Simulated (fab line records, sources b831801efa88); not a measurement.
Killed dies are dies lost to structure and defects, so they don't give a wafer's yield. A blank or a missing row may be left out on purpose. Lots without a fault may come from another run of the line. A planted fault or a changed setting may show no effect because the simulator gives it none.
Which tool did it? | flow gf180mcu | 12 lots, 36 wafers sampled, at 1 step of a route of 602

WHAT THE GAUGES READ, wafer by wafer
GF_CONTACT_OVL_MEAS_15.
lot  | measured     | on         | CONTACT_OVL (nm)
L075 | day 16 11:06 | overlay-01 | 5 0 5
L077 | day 17 12:08 | overlay-02 | 0 1 -4
L079 | day 17 19:48 | overlay-02 | 5 4 -2
L081 | day 18 18:24 | overlay-02 | -1 5 3
L083 | day 19 09:34 | overlay-02 | 2 -2 2
L085 | day 20 07:12 | overlay-02 | -5 -7 -5
L087 | day 21 02:48 | overlay-02 | -8 4 -1
L089 | day 21 12:14 | overlay-02 | -3 1 2
L091 | day 22 09:00 | overlay-02 | 0 -6 -3
L093 | day 22 21:19 | overlay-02 | 4 -5 -5
L095 | day 23 17:30 | overlay-02 | 1 2 4
L097 | day 24 04:01 | overlay-01 | 3 -10 0

WHICH TOOL RAN EACH LOT (tool, then ch and the chambers of the sampled wafers, then the start)
The record holds no process step before these readings.

THE ANSWER, worked out from the rows above alone
Rule: what is usual is taken from the lots themselves. Put in order of their means at a reading, lots are off if they are a third of the lots or fewer, leave a main group of 4 or more, and stand apart from it by a gap of 3 or more times the standard deviation of the main group's means; of several such gaps the widest counts. A main group whose means are all the same, to the digits that the tables above print for the reading, isn't used. A lot without any number at a reading at which 4 lots or more have one is off too. The other lots that the step has rows for count as sound.
No lot is off at any reading shown: from this, nothing can be told.

WHAT THE SIMULATOR HAD PUT IN
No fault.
